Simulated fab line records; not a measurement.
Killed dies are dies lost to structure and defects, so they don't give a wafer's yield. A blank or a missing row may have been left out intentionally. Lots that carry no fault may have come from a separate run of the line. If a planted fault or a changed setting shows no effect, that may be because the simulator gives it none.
A struck lot beside a sound one    flow sky130    19 steps out of a route of 708
Sound: these wafers, L599.4, L599.5, L599.6. The struck wafers were L602.1, L602.2, L602.5. Last of all comes the cause.
Order at every step that has rows: each side's tool, ch and its chambers, its first start. Under that, the readings that differ: sound wafers    struck wafers    difference of the means    sigmas: that difference in standard deviations of wafers without a fault.
alike: same words and numbers on both sides, and readings whose means sit less than 2 such deviations apart. not compared: any withheld reading, any reading some wafer has no value for, any bound like >300 that may hide the same value, and any number with overlapping values for which the record gives no deviation.
A row with sigmas, a row that says differs or no value, or rows on one side alone: a step with any of these is where the two part. When numbers do not overlap yet have no deviation, they are printed without sigmas and do not part them. A reading that every wafer of one side lacks parts them only if that side has two wafers or more.

first, 6 steps without rows for these wafers: SKY_RES_XHIGH_COAT_02 (resist thk 1140 nm); SKY_RES_XHIGH_SOFTBAKE_03 (time 60 s); SKY_RES_XHIGH_EXPOSE_04 (exposes mask URPM, target cd 1270 nm); SKY_RES_XHIGH_PEB_05; SKY_RES_XHIGH_DEVELOP_06 (develop time 60 s); SKY_RES_XHIGH_IMPLANT_07.
SKY_RES_XHIGH_STRIP_08: strips in O2/N2.
  sound on plasma asher-01 ch 0,1, day 28 19:43; struck on plasma asher-02 ch 0,1, day 29 15:35
reading                       sound              struck             difference  sigmas
strip time to endpoint s (s)  14.23 14.19 14.18  14.26 14.32 14.27  +0.08       +2
  alike: drypump motor current A, oes product au
  not compared: rf hours counter h
SKY_RES_XHIGH_TW_MEAS_09:
  sound on film metro-04 at day 28 19:49; struck on film metro-04 at day 29 15:41
  alike: RES_XHIGH_TW
then, 4 steps without rows for these wafers: SKY_SD_N_DEHYDRATE_00 (time 60 s); SKY_SD_N_HMDS_01 (prime time 60 s); SKY_SD_N_COAT_02 (resist thk 1140 nm); SKY_SD_N_SOFTBAKE_03 (time 60 s).
SKY_SD_N_EXPOSE_04: exposes mask NSDM, target cd 380 nm.
  sound on iline stepper-02 ch 0, day 29 10:23; struck on iline stepper-02 ch 0, day 30 06:44
reading                       sound                    struck             difference  sigmas
model.SD_N.overlay x nm (nm)  -0.8309 -0.8309 -0.8309  227.1 227.1 227.1  +227.9      
  alike: mask
then, 2 steps without rows for these wafers: SKY_SD_N_PEB_05; SKY_SD_N_DEVELOP_06 (develop time 60 s).
SKY_SD_N_CD_MEAS_07 targets a cd of 380 nm.
  sound on cd sem-01 at day 30 00:36; struck on cd sem-02 at day 30 19:53
  alike: cd nm
SKY_SD_N_OVL_MEAS_08:
  sound on overlay-01 at day 30 00:40; struck on overlay-01 at day 30 20:01
reading        sound           struck             difference  sigmas
SD_N_OVL (nm)  -0.7 -0.6 -1.1  228.3 228.9 229.5  +229.7      +99 or more
after that, 1 step had no rows for these wafers: SKY_SD_N_IMPLANT_09.
-- record jumps: 17 days separate the struck wafers' starts on either side; left off in module SD_N, taken up again in module PAD_OPEN, whose first shown step is the route's number 708 --
SKY_PAD_OPEN_PROBE_99:
  rows exist in the record for the struck wafers here (prober-02, day 47 15:35), but not for the sound ones

== WHERE THEY PART ==
First at SKY_RES_XHIGH_STRIP_08; last, within this record, at SKY_PAD_OPEN_PROBE_99.

WHY: whatever the simulator had introduced
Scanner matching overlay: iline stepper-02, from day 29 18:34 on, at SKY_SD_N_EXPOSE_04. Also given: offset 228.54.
